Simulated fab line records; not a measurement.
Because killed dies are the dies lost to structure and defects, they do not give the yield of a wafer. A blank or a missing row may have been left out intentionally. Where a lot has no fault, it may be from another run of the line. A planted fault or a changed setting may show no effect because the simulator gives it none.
What tool caused it?    flow sky130    12 lots, 36 wafers sampled, at 1 step of a route of 708

## WHAT THE GAUGES SHOWED, per wafer
SKY_SD_N_CD_MEAS_07: target cd 380 nm.
lot   measured      on         cd_nm (nm)
L075  day 28 11:46  cd_sem-02  381.0 380.1 380.5
L077  day 29 07:47  cd_sem-02  377.5 379.4 380.4
L079  day 29 10:50  cd_sem-01  378.8 378.1 379.6
L081  day 30 11:56  cd_sem-02  382.8 382.7 382.0
L083  day 30 17:41  cd_sem-01  380.2 378.7 379.0
L085  day 31 12:49  cd_sem-02  380.9 379.6 380.2
L087  day 32 08:51  cd_sem-02  383.4 382.2 379.2
L089  day 32 19:19  cd_sem-01  381.5 383.1 382.8
L091  day 33 10:12  cd_sem-01  384.3 386.0 384.0
L093  day 34 12:46  cd_sem-02  378.4 378.3 377.5
L095  day 34 18:58  cd_sem-01  376.0 375.1 374.7
L097  day 35 10:08  cd_sem-02  383.9 384.3 382.5

## WHICH TOOL RAN EACH LOT (tool, then ch and the chambers of the sampled wafers, then the start)
The record holds no process step before these readings.

## THE ANSWER, worked out from the rows above alone
Rule: the lots themselves supply what counts as usual. Put in order of their means at a reading, lots are off if they are a third of the lots or fewer, leave a main group of 4 or more, and stand apart from it by a gap of 3 or more times the standard deviation of the main group's means; of several such gaps the widest counts. A main group is skipped when, at the precision printed for the reading in the tables above, its means are all equal. A lot without any number at a reading at which 4 lots or more have one is off too. Any other lot the step has rows for is counted as sound.
No lot is off on any of the readings shown, so nothing can be concluded from this.

## WHAT THE SIMULATOR PUT IN
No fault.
